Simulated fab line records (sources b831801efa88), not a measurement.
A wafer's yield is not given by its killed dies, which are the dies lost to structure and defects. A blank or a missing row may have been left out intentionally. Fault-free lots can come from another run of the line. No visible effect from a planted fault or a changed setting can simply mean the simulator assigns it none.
fab line records -- flow sky130
[record] lots = 7, wafers = 21, last_day = 49
route steps=708 shown SD_N@344 SD_P@359 RES_XHIGH@360 PAD_OPEN@708
lots untouched by any fault: they come from a run of this same line in which no faults occurred
start_h: start of the lot's first displayed wafer, in hours after the record's first day -- wait_h: hours from the lot's prior step to this one -- " the same as in the row above -- L1.1+2: a single row standing in for several wafers -- - either no value or no given start -- * or withheld: withheld -- < > ~ a bound
route shown NAME@n: names a module that has steps shown in the file, with the first one's number in the route -- usual: average and standard deviation across the fault-free wafers -- same: alike in all rows -- chamber/n: place in a boat -- sites: readings site by site -- _std_site: standard deviation across them -- _edge_site: mean of outer sites minus mean of inner sites -- radius_mm: for every site, how far away it sits from the centre of the wafer -- mask NAME#n: copy n -- behind: tool/chamber where the wafer was last shaped -- hold: why the lot was held/for how many hours/how that ended -- device: whichever transistor did not switch (one of n, p or np) -- end of line: tests run on the same wafers once the route is complete -- for a step that has no rows: nothing shown but its recipe -- killed: dies that structure and defects cost at the first sort, which is not the same as the wafer's yield -- map: a wafer's dies, x killed, . not, _ none there
set.NAME: the setting that was run; set.NAME@STEP: the one run at that earlier step -- model.NAME: the simulator's own value behind a step, which no gauge read
lots at some steps of the route; a table a step, a row a wafer
services: a tool's chamber out of use, with start hour (start_h, from the record's first day; less than 0 if before it), hours out, and reason
[[steps]]
[step SKY_SD_N_COAT_02]
[recipe] resist = NOVOLAK, spin_rpm = 3000, resist_thk_nm = 1140
[step SKY_SD_N_SOFTBAKE_03]
[recipe] temp_c = 90, time_s = 60, resist = NOVOLAK
[step SKY_SD_N_EXPOSE_04]
[recipe] mask_id = NSDM, na = 0.6, source_shape = conventional, sigma_outer = 0.6, polarization = unpolarized, target_cd_nm = 380, dose_mj = 141
[step SKY_SD_N_PEB_05]
[recipe] temp_c = withheld, time_s = *, resist = NOVOLAK
[step SKY_SD_N_DEVELOP_06]
[recipe] resist = NOVOLAK, developer = TMAH, develop_time_s = 60, dev_temp_c = 23
[step SKY_SD_N_CD_MEAS_07]
[recipe] target_cd_nm = 380
[usual] cd_nm = 380.8/3
lot.wafer,tool,chamber,start_h,wait_h,cd_nm
L333.1,cd_sem-01,-,673.10,0.1,382.2
L333.2,cd_sem-01,-,673.10,0.1,382.8
L333.4,cd_sem-01,-,673.10,0.1,382.9
L334.2,cd_sem-02,-,697.12,0.1,378.4
L334.5,cd_sem-02,-,697.12,0.1,375.8
L334.6,cd_sem-02,-,697.12,0.1,378.9
L337.2,cd_sem-02,-,718.92,0.1,384.4
L337.4,cd_sem-02,-,718.92,0.1,383.2
L337.5,cd_sem-02,-,718.92,0.1,385.8
L338.2,cd_sem-02,-,730.73,0.1,382.2
L338.3,cd_sem-02,-,730.73,0.1,382.2
L338.6,cd_sem-02,-,730.73,0.1,383.7
L346.4,cd_sem-01,-,780.49,0.1,381.6
L346.5,cd_sem-01,-,780.49,0.1,379.9
L346.6,cd_sem-01,-,780.49,0.1,383.1
L348.3,cd_sem-02,-,790.37,0.1,377.0
L348.4,cd_sem-02,-,790.37,0.1,377.7
L348.6,cd_sem-02,-,790.37,0.1,375.5
L350.1,cd_sem-02,-,802.49,0.1,380.8
L350.2,cd_sem-02,-,802.49,0.1,382.5
L350.4,cd_sem-02,-,802.49,0.1,380.8
[step SKY_SD_N_OVL_MEAS_08]
[usual] SD_N_OVL = 0.2/1.4
lot.wafer,tool,chamber,start_h,wait_h,SD_N_OVL[nm]
L333.1,overlay-02,-,673.22,0.1,-3.1
L333.2,overlay-02,-,673.22,0.1,-2.0
L333.4,overlay-02,-,673.22,0.1,-3.1
L334.2,overlay-02,-,697.23,0.1,-1.4
L334.5,overlay-02,-,697.23,0.1,-1.0
L334.6,overlay-02,-,697.23,0.1,0.6
L337.2,overlay-01,-,719.03,0.1,1.9
L337.4,overlay-01,-,719.03,0.1,0.4
L337.5,overlay-01,-,719.03,0.1,1.6
L338.2,overlay-02,-,730.84,0.1,1.9
L338.3,overlay-02,-,730.84,0.1,0.0
L338.6,overlay-02,-,730.84,0.1,-0.1
L346.4,overlay-02,-,780.57,0.1,-1.3
L346.5,overlay-02,-,780.57,0.1,-0.2
L346.6,overlay-02,-,780.57,0.1,0.7
L348.3,overlay-02,-,790.47,0.1,-1.0
L348.4,overlay-02,-,790.47,0.1,-0.8
L348.6,overlay-02,-,790.47,0.1,-0.2
L350.1,overlay-02,-,802.61,0.1,0.8
L350.2,overlay-02,-,802.61,0.1,-0.4
L350.4,overlay-02,-,802.61,0.1,2.2
[step SKY_SD_N_IMPLANT_09]
[recipe] species = As, energy_kev = 50, dose_cm2 = 4e+15, tilt_deg = 0
[step SKY_SD_N_IMPLANT_10]
[recipe] species = P, energy_kev = 20, dose_cm2 = 1e+14, tilt_deg = 0
[step SKY_SD_N_STRIP_11]
[recipe] chemistry = O2/N2, power_w = 1400, pressure_mtorr = 1500, platen_temp_c = withheld, o2_flow_sccm = 3000, n2_flow_sccm = 300, overash_fraction = 0.5
[usual] drypump_motor_current_A = 5.7/0.45, oes_product_au = 0.527/0.005, strip_time_to_endpoint_s = 22.56/0.05
lot.wafer,tool,chamber,start_h,wait_h,drypump_motor_current_A,oes_product_au,rf_hours_counter_h,strip_time_to_endpoint_s
L333.1,plasma_asher-01,1,673.56,0.1,6.1,0.527,98,22.48
L333.2,plasma_asher-01,0,673.56,0.1,5.7,0.529,98,22.48
L333.4,plasma_asher-01,0,673.56,0.1,5.7,0.524,-,22.52
L334.2,plasma_asher-01,0,697.56,0.1,5.7,0.528,101,22.60
L334.5,plasma_asher-01,1,697.56,0.1,6.1,0.529,-,22.60
L334.6,plasma_asher-01,0,697.56,0.1,5.7,0.527,-,22.64
L337.2,plasma_asher-03,1,719.36,0.1,5.8,0.527,86,22.58
L337.4,plasma_asher-03,0,719.36,0.1,5.0,0.527,-,22.61
L337.5,plasma_asher-03,0,719.36,0.1,5.0,0.528,-,22.57
L338.2,plasma_asher-01,1,731.17,0.1,6.2,0.518,104,22.62
L338.3,plasma_asher-01,0,731.17,0.1,5.7,0.524,-,22.58
L338.6,plasma_asher-01,1,731.17,0.1,6.2,0.527,-,22.59
L346.4,plasma_asher-03,1,780.92,0.1,5.9,0.517,-,22.45
L346.5,plasma_asher-03,1,780.92,0.1,5.8,0.520,-,22.48
L346.6,plasma_asher-03,0,780.92,0.1,5.0,0.528,-,22.42
L348.3,plasma_asher-01,0,790.82,0.1,5.7,0.530,-,22.58
L348.4,plasma_asher-01,1,790.82,0.1,6.1,0.527,-,22.54
L348.6,plasma_asher-01,1,790.82,0.1,6.1,0.520,-,22.54
L350.1,plasma_asher-03,1,802.94,0.1,5.9,0.523,95,22.63
L350.2,plasma_asher-03,0,802.94,0.1,5.0,0.528,95,22.63
L350.4,plasma_asher-03,0,802.94,0.1,5.0,0.528,-,22.65
[step SKY_SD_N_TW_MEAS_12]
[usual] SD_N_TW = 3980/24
lot.wafer,tool,chamber,start_h,wait_h,SD_N_TW
L333.1,film_metro-01,-,673.66,0.1,3970
L333.2,film_metro-01,-,673.66,0.1,4004
L333.4,film_metro-01,-,673.66,0.1,3998
L334.2,film_metro-01,-,697.67,0.1,3978
L334.5,film_metro-01,-,697.67,0.1,3999
L334.6,film_metro-01,-,697.67,0.1,3988
L337.2,film_metro-02,-,719.47,0.1,3968
L337.4,film_metro-02,-,719.47,0.1,3965
L337.5,film_metro-02,-,719.47,0.1,3943
L338.2,film_metro-01,-,731.28,0.1,3982
L338.3,film_metro-01,-,731.28,0.1,3971
L338.6,film_metro-01,-,731.28,0.1,3977
L346.4,film_metro-02,-,781.02,0.1,3966
L346.5,film_metro-02,-,781.02,0.1,3984
L346.6,film_metro-02,-,781.02,0.1,3972
L348.3,film_metro-04,-,790.91,0.1,4009
L348.4,film_metro-04,-,790.91,0.1,4006
L348.6,film_metro-04,-,790.91,0.1,4005
L350.1,film_metro-04,-,803.04,0.1,4004
L350.2,film_metro-04,-,803.04,0.1,3968
L350.4,film_metro-04,-,803.04,0.1,3996
[step SKY_SD_N_CLEAN_13]
[recipe] chemistry = SC1/SC2, mix = 1:4:20, temp_c = 70, time_s = 150, dry = n2_spin
[step SKY_SD_N_RTA_14]
[recipe] temp_c = 1075, time_s = 2, idle_temp_c = 650, ramp_up_c_per_s = 150, ramp_down_c_per_s = 90, ambient = N2
[usual] lamp_power_pct = 15.73/0.047, wafer_temp_C_max = 1078.3/1.4
lot.wafer,tool,chamber,start_h,wait_h,lamp_power_pct,wafer_temp_C_max
L333.1,rtp_anneal-02,0,673.77,0.0,15.77,1076.5
L333.2,rtp_anneal-02,0,673.77,0.0,15.70,1078.0
L333.4,rtp_anneal-02,0,673.77,0.0,15.76,1077.8
L334.2,rtp_anneal-02,0,697.83,0.0,15.77,1077.2
L334.5,rtp_anneal-02,0,697.83,0.0,15.76,1078.8
L334.6,rtp_anneal-02,0,697.83,0.0,15.75,1078.4
L337.2,rtp_anneal-02,0,719.58,0.0,15.60,1078.5
L337.4,rtp_anneal-02,0,719.58,0.0,15.69,1078.1
L337.5,rtp_anneal-02,0,719.58,0.0,15.76,1078.0
L338.2,rtp_anneal-01,0,731.39,0.0,15.72,1078.5
L338.3,rtp_anneal-01,0,731.39,0.0,15.71,1077.9
L338.6,rtp_anneal-01,0,731.39,0.0,15.77,1080.4
L346.4,rtp_anneal-01,0,781.14,0.0,15.75,1079.7
L346.5,rtp_anneal-01,0,781.14,0.0,15.70,1080.4
L346.6,rtp_anneal-01,0,781.14,0.0,15.59,1077.8
L348.3,rtp_anneal-01,0,791.02,0.0,15.68,1077.3
L348.4,rtp_anneal-01,0,791.02,0.0,15.62,1080.7
L348.6,rtp_anneal-01,0,791.02,0.0,15.70,1075.7
L350.1,rtp_anneal-01,0,803.15,0.0,15.68,1078.4
L350.2,rtp_anneal-01,0,803.15,0.0,15.75,1080.7
L350.4,rtp_anneal-01,0,803.15,0.0,15.66,1079.2
[step SKY_SD_N_RS_MEAS_16]
[recipe] thk_meas_gauge = four-point-probe
[usual] SD_N_RS = 68.50/0.14
lot.wafer,tool,chamber,start_h,wait_h,SD_N_RS[ohm/sq]
L333.1,film_metro-02,-,673.94,0.1,68.51
L333.2,film_metro-02,-,673.94,0.1,68.53
L333.4,film_metro-02,-,673.94,0.1,68.61
L334.2,film_metro-01,-,698.01,0.1,68.41
L334.5,film_metro-01,-,698.01,0.1,68.48
L334.6,film_metro-01,-,698.01,0.1,68.34
L337.2,film_metro-04,-,719.76,0.1,68.75
L337.4,film_metro-04,-,719.76,0.1,68.58
L337.5,film_metro-04,-,719.76,0.1,68.49
L338.2,film_metro-02,-,731.57,0.1,68.32
L338.3,film_metro-02,-,731.57,0.1,68.40
L338.6,film_metro-02,-,731.57,0.1,68.37
L346.4,film_metro-04,-,781.35,0.1,71.37
L346.5,film_metro-04,-,781.35,0.1,71.37
L346.6,film_metro-04,-,781.35,0.1,71.22
L348.3,film_metro-02,-,791.21,0.1,71.01
L348.4,film_metro-02,-,791.21,0.1,71.08
L348.6,film_metro-02,-,791.21,0.1,71.01
L350.1,film_metro-02,-,803.32,0.1,71.19
L350.2,film_metro-02,-,803.32,0.1,71.17
L350.4,film_metro-02,-,803.32,0.1,70.98
[step SKY_SD_N_RS_MEAS_17]
[recipe] thk_meas_gauge = four-point-probe
[usual] SD_P_RS = 147.0/0.43
lot.wafer,tool,chamber,start_h,wait_h,SD_P_RS[ohm/sq]
L333.1,film_metro-02,-,674.06,0.1,147.5
L333.2,film_metro-02,-,674.06,0.1,147.0
L333.4,film_metro-02,-,674.06,0.1,147.3
L334.2,film_metro-01,-,698.13,0.1,146.8
L334.5,film_metro-01,-,698.13,0.1,147.0
L334.6,film_metro-01,-,698.13,0.1,146.9
L337.2,film_metro-04,-,719.88,0.1,147.6
L337.4,film_metro-04,-,719.88,0.1,147.0
L337.5,film_metro-04,-,719.88,0.1,147.1
L338.2,film_metro-02,-,731.69,0.1,146.4
L338.3,film_metro-02,-,731.69,0.1,146.9
L338.6,film_metro-02,-,731.69,0.1,147.1
L346.4,film_metro-04,-,781.47,0.1,162.9
L346.5,film_metro-04,-,781.47,0.1,163.0
L346.6,film_metro-04,-,781.47,0.1,162.7
L348.3,film_metro-02,-,791.33,0.1,162.0
L348.4,film_metro-02,-,791.33,0.1,162.0
L348.6,film_metro-02,-,791.33,0.1,161.6
L350.1,film_metro-02,-,803.44,0.1,162.0
L350.2,film_metro-02,-,803.44,0.1,162.2
L350.4,film_metro-02,-,803.44,0.1,161.8
[step SKY_SD_N_RS_MEAS_18]
[recipe] thk_meas_gauge = four-point-probe
[usual] RES_XHIGH_RS = 333.2/1.4
lot.wafer,tool,chamber,start_h,wait_h,RES_XHIGH_RS[ohm/sq]
L333.1,film_metro-02,-,674.18,0.1,334.7
L333.2,film_metro-02,-,674.18,0.1,333.3
L333.4,film_metro-02,-,674.18,0.1,332.4
L334.2,film_metro-01,-,698.25,0.1,332.7
L334.5,film_metro-01,-,698.25,0.1,332.0
L334.6,film_metro-01,-,698.25,0.1,331.2
L337.2,film_metro-04,-,720.00,0.1,333.1
L337.4,film_metro-04,-,720.00,0.1,333.4
L337.5,film_metro-04,-,720.00,0.1,333.4
L338.2,film_metro-02,-,731.81,0.1,332.1
L338.3,film_metro-02,-,731.81,0.1,331.5
L338.6,film_metro-02,-,731.81,0.1,329.8
L346.4,film_metro-04,-,781.59,0.1,336.8
L346.5,film_metro-04,-,781.59,0.1,336.3
L346.6,film_metro-04,-,781.59,0.1,335.7
L348.3,film_metro-02,-,791.45,0.1,334.1
L348.4,film_metro-02,-,791.45,0.1,332.0
L348.6,film_metro-02,-,791.45,0.1,334.2
L350.1,film_metro-02,-,803.56,0.1,333.4
L350.2,film_metro-02,-,803.56,0.1,333.3
L350.4,film_metro-02,-,803.56,0.1,335.1
[step SKY_PAD_OPEN_PROBE_99]
[usual] killed_at_M0_to_M3 = 43/6.8, killed_at_M4_up = 3.2/1.8, killed_at_contacts = 24/6.2, killed_at_front_end = 15/4.7, killed_at_other = 0.4/0.63, killed_dies = 86/9.6, killed_open = 47/6.9, killed_short = 39/6.3
[same] gross_dies = 492, killed_at_back_side = 0
lot.wafer,tool,chamber,start_h,wait_h,killed_at_M0_to_M3,killed_at_M4_up,killed_at_contacts,killed_at_front_end,killed_at_other,killed_dies,killed_open,killed_short,model.etest.res_xhigh_po.line_ohm_um,model.etest.res_xhigh_po.rs_ohm_sq_range,model.etest.res_xhigh_po.rs_ohm_sq_rim_less_centre,model.etest.res_xhigh_po.rs_ohm_sq,model.etest.pfet_01v8.r_on_ohm_um,model.etest.tip_p.rs_ohm_sq,model.etest.res_pdiff.line_ohm_um,model.etest.tip_p.rs_ohm_sq_rim_less_centre
L333.1,prober-02,-,1091.01,0.1,35,2,21,8,1,67,38,28,5822,43.16,12.25,2016,2767,6750,1380,-40.18
L333.2,prober-02,-,1091.06,0.1,39,4,18,18,1,80,46,33,5555,33.42,4.015,1950,2765,6767,1360,-25.94
L333.4,prober-02,-,1091.16,0.2,37,3,27,11,0,78,42,36,5938,48.44,1.943,2072,2728,6687,1413,38.29
L334.2,prober-02,-,1112.08,0.1,59,3,16,8,0,86,52,34,5551,131.1,124,1929,2906,7007,1362,13.93
L334.5,prober-02,-,1112.23,0.2,29,4,24,13,0,70,31,39,5513,154.4,135.1,1924,2950,7011,1389,39.37
L334.6,prober-02,-,1112.28,0.2,28,4,19,21,0,72,35,36,5775,143.1,123.6,2020,2912,6990,1396,8.166
L337.2,prober-02,-,1120.68,0.1,53,8,19,11,1,92,44,47,5768,136.5,106.4,2015,2939,6908,1344,137.1
L337.4,prober-02,-,1120.78,0.2,38,5,36,18,0,97,58,39,5561,126.5,105.2,1984,2955,6908,1349,43.65
L337.5,prober-02,-,1120.83,0.2,44,3,24,20,2,93,44,48,5398,141.5,124.1,1902,2870,6923,1363,3.786
L338.2,prober-01,-,1131.77,0.1,39,1,22,14,0,76,40,36,5732,27.22,-17.45,1983,2967,7110,1356,98.3
L338.3,prober-01,-,1131.82,0.2,41,3,22,19,0,85,43,42,5563,23.49,-7.895,1974,2993,7087,1342,24.62
L338.6,prober-01,-,1131.97,0.2,39,1,26,11,0,77,46,31,5741,19.89,-8.918,1988,2958,7054,1367,59.05
L346.4,prober-01,-,1169.83,0.2,43,4,27,9,1,84,41,43,7241,782,760.5,2507,3178,7076,1490,133.3
L346.5,prober-01,-,1169.88,0.2,45,1,18,8,1,73,43,30,7232,806.6,785.2,2480,3064,7058,1505,138.9
L346.6,prober-01,-,1169.93,0.2,57,0,24,28,1,110,54,53,7486,812.7,790.4,2588,3063,7011,1504,236.5
L348.3,prober-01,-,1176.11,0.2,52,2,21,15,1,91,52,39,6624,642.5,631.1,2294,3103,7028,1517,275.3
L348.4,prober-01,-,1176.16,0.2,41,3,21,14,0,79,43,35,6778,666.3,654.8,2393,3073,6983,1536,160.1
L348.6,prober-01,-,1176.26,0.2,48,3,19,17,1,88,56,32,6718,681.3,669.6,2348,3048,6925,1528,279.9
L350.1,prober-01,-,1178.86,0.1,43,1,18,15,1,78,41,37,6623,704.3,692.3,2316,3066,7173,1513,225.7
L350.2,prober-01,-,1178.91,0.1,45,5,22,19,0,91,51,39,6474,713.8,685.9,2300,3033,7178,1542,53.02
L350.4,prober-01,-,1179.01,0.2,47,3,21,12,0,83,46,36,6642,742.1,715.7,2338,3097,7189,1541,113.6
// killed by level:class
L333.1 VIA1:geometric_particle:open=10 LI_CONTACT:geometric_particle:open=6 CONTACT:geometric_particle:open=5 VIA1:geometric_particle:short=5 CONTACT:geometric_particle:short=4 VIA3:geometric_particle:short=4 LI_CONTACT:geometric_particle:short=3 METAL2:geometric_particle:short=3
L333.2 METAL2:geometric_particle:short=10 VIA1:geometric_particle:open=10 CONTACT:geometric_particle:open=9 FIELD_ISO:geometric_particle:open=6 LI_CONTACT:geometric_particle:open=5 POLY_GATE:geometric_particle:open=4 FIELD_ISO:geometric_particle:short=3 POLY_GATE:geometric_particle:short=3
L333.4 CONTACT:geometric_particle:open=15 VIA2:geometric_particle:open=8 CONTACT:geometric_particle:short=7 VIA1:geometric_particle:short=6 VIA1:geometric_particle:open=6 POLY_GATE:geometric_particle:short=4 LI_CONTACT:geometric_particle:open=4 METAL3:geometric_particle:short=4
L334.2 VIA2:geometric_particle:open=16 VIA1:geometric_particle:open=10 VIA2:geometric_particle:short=8 CONTACT:geometric_particle:open=7 VIA3:geometric_particle:open=7 VIA1:geometric_particle:short=6 METAL2:geometric_particle:short=5 METAL1:geometric_particle:short=4
L334.5 CONTACT:geometric_particle:open=7 VIA1:geometric_particle:short=6 LI_CONTACT:geometric_particle:open=6 CONTACT:geometric_particle:short=5 VIA2:geometric_particle:open=4 VIA1:geometric_particle:open=4 METAL4:geometric_particle:short=4 FIELD_ISO:geometric_particle:short=3
L334.6 FIELD_ISO:geometric_particle:open=6 VIA1:geometric_particle:open=6 POLY_GATE:geometric_particle:short=5 LI_CONTACT:geometric_particle:open=5 VIA2:geometric_particle:open=5 VIA3:geometric_particle:short=5 FIELD_ISO:geometric_particle:short=4 LI_CONTACT:geometric_particle:short=4
L337.2 VIA1:geometric_particle:open=13 VIA3:geometric_particle:open=9 VIA1:geometric_particle:short=8 METAL4:geometric_particle:short=6 CONTACT:geometric_particle:open=6 VIA3:geometric_particle:short=5 METAL2:geometric_particle:short=4 LI_CONTACT:geometric_particle:open=4
L337.4 CONTACT:geometric_particle:open=13 LI_CONTACT:geometric_particle:open=10 VIA1:geometric_particle:open=9 VIA1:geometric_particle:short=6 FIELD_ISO:geometric_particle:open=5 POLY_GATE:geometric_particle:open=5 CONTACT:geometric_particle:short=5 LOCAL_INTERCONNECT:geometric_particle:short=4
L337.5 VIA1:geometric_particle:open=11 VIA3:geometric_particle:open=8 CONTACT:geometric_particle:open=7 VIA1:geometric_particle:short=6 FIELD_ISO:geometric_particle:short=5 POLY_GATE:geometric_particle:short=5 LI_CONTACT:geometric_particle:short=5 METAL1:geometric_particle:short=5
L338.2 VIA1:geometric_particle:open=9 VIA3:geometric_particle:open=7 VIA2:geometric_particle:open=6 FIELD_ISO:geometric_particle:short=5 LOCAL_INTERCONNECT:geometric_particle:short=5 CONTACT:geometric_particle:open=5 LI_CONTACT:geometric_particle:open=4 CONTACT:geometric_particle:short=4
L338.3 LI_CONTACT:geometric_particle:open=11 VIA1:geometric_particle:open=10 VIA2:geometric_particle:short=5 VIA1:geometric_particle:short=5 FIELD_ISO:geometric_particle:open=4 LOCAL_INTERCONNECT:geometric_particle:short=4 POLY_GATE:geometric_particle:short=4 VIA2:geometric_particle:open=4
L338.6 VIA1:geometric_particle:open=11 CONTACT:geometric_particle:short=7 CONTACT:geometric_particle:open=7 VIA2:geometric_particle:open=6 LI_CONTACT:geometric_particle:open=5 VIA3:geometric_particle:open=5 LOCAL_INTERCONNECT:geometric_particle:short=4 VIA1:geometric_particle:short=4
L346.4 CONTACT:geometric_particle:open=9 LI_CONTACT:geometric_particle:open=9 VIA1:geometric_particle:open=7 VIA1:geometric_particle:short=7 VIA2:geometric_particle:open=6 CONTACT:geometric_particle:short=5 METAL1:geometric_particle:short=5 METAL2:geometric_particle:short=5
L346.5 VIA2:geometric_particle:open=11 CONTACT:geometric_particle:open=10 VIA1:geometric_particle:open=10 METAL2:geometric_particle:short=8 METAL1:geometric_particle:short=5 METAL3:geometric_particle:short=4 LI_CONTACT:geometric_particle:open=3 POLY_GATE:geometric_particle:open=2
L346.6 VIA1:geometric_particle:open=16 CONTACT:geometric_particle:open=12 METAL2:geometric_particle:short=8 METAL3:geometric_particle:short=7 VIA2:geometric_particle:short=7 FIELD_ISO:geometric_particle:short=6 VIA2:geometric_particle:open=6 FIELD_ISO:geometric_particle:open=5
L348.3 VIA3:geometric_particle:open=12 CONTACT:geometric_particle:open=8 VIA1:geometric_particle:open=8 METAL1:geometric_particle:short=7 VIA2:geometric_particle:open=6 CONTACT:geometric_particle:short=5 VIA1:geometric_particle:short=5 FIELD_ISO:geometric_particle:open=4
L348.4 VIA1:geometric_particle:open=12 LI_CONTACT:geometric_particle:open=8 CONTACT:geometric_particle:short=6 VIA2:geometric_particle:open=6 VIA3:geometric_particle:open=6 CONTACT:geometric_particle:open=5 METAL1:geometric_particle:short=5 POLY_GATE:geometric_particle:short=4
L348.6 VIA1:geometric_particle:open=10 CONTACT:geometric_particle:open=10 VIA3:geometric_particle:open=10 VIA2:geometric_particle:open=7 METAL2:geometric_particle:short=6 LI_CONTACT:geometric_particle:open=6 POLY_GATE:geometric_particle:short=5 FIELD_ISO:geometric_particle:open=4
L350.1 VIA1:geometric_particle:open=9 VIA2:geometric_particle:open=7 LI_CONTACT:geometric_particle:open=6 VIA1:geometric_particle:short=6 LOCAL_INTERCONNECT:geometric_particle:short=5 CONTACT:geometric_particle:open=5 VIA2:geometric_particle:short=5 METAL1:geometric_particle:short=5
L350.2 CONTACT:geometric_particle:open=12 VIA2:geometric_particle:open=9 VIA3:geometric_particle:open=8 VIA1:geometric_particle:open=6 FIELD_ISO:geometric_particle:short=5 VIA1:geometric_particle:short=5 POLY_GATE:geometric_particle:short=4 LI_CONTACT:geometric_particle:open=4
L350.4 VIA1:geometric_particle:open=9 VIA3:geometric_particle:open=8 CONTACT:geometric_particle:open=7 LI_CONTACT:geometric_particle:open=6 METAL1:geometric_particle:short=6 CONTACT:geometric_particle:short=5 METAL2:geometric_particle:short=5 VIA2:geometric_particle:open=5
[[services]]
tool,chamber,start_h,hours,kind
plasma_asher-03,-,711.82,4.6,repair
plasma_asher-01,-,733.75,9.0,pm
plasma_asher-01,0,733.75,9.0,vent_cycle
plasma_asher-01,1,733.75,9.0,vent_cycle
plasma_asher-01,0,742.75,-,clean
plasma_asher-01,1,742.75,-,clean
[[key]]
[first_sign] step = SKY_SD_N_RS_MEAS_16, reading = SD_N_RS, direction = up, sigmas = 19, usual = 68.50, struck = 71.16
[effect] step = SKY_SD_N_RS_MEAS_17, reading = SD_P_RS, direction = up, sigmas = 35, usual = 147.0, struck = 162.2
[model_effect] step = SKY_PAD_OPEN_PROBE_99, value = etest.res_xhigh_po.line_ohm_um, without = 5783, struck = 6869
met_at SKY_SD_N_RTA_14
struck_wafers L346.4,L346.5,L346.6,L348.3,L348.4,L348.6,L350.1,L350.2,L350.4
tester_left_out L346,L348,L350
onset_between 731.39 781.14
also_fits time
[fault] kind = process_parameter_drift, tool = rtp_anneal-01, chamber = -, onset_h = 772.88, steps = SKY_SD_N_RTA_14, channel = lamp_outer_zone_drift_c, offset = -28, shape = step, end_h = 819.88
// tester_left_out: of these lots the tester's yield and bins aren't shown, on N5 and GAA mostly nor the transistor test; their killed dies are dies lost to structure and defects alone, not to doping, threshold or leakage, so they don't give the yield
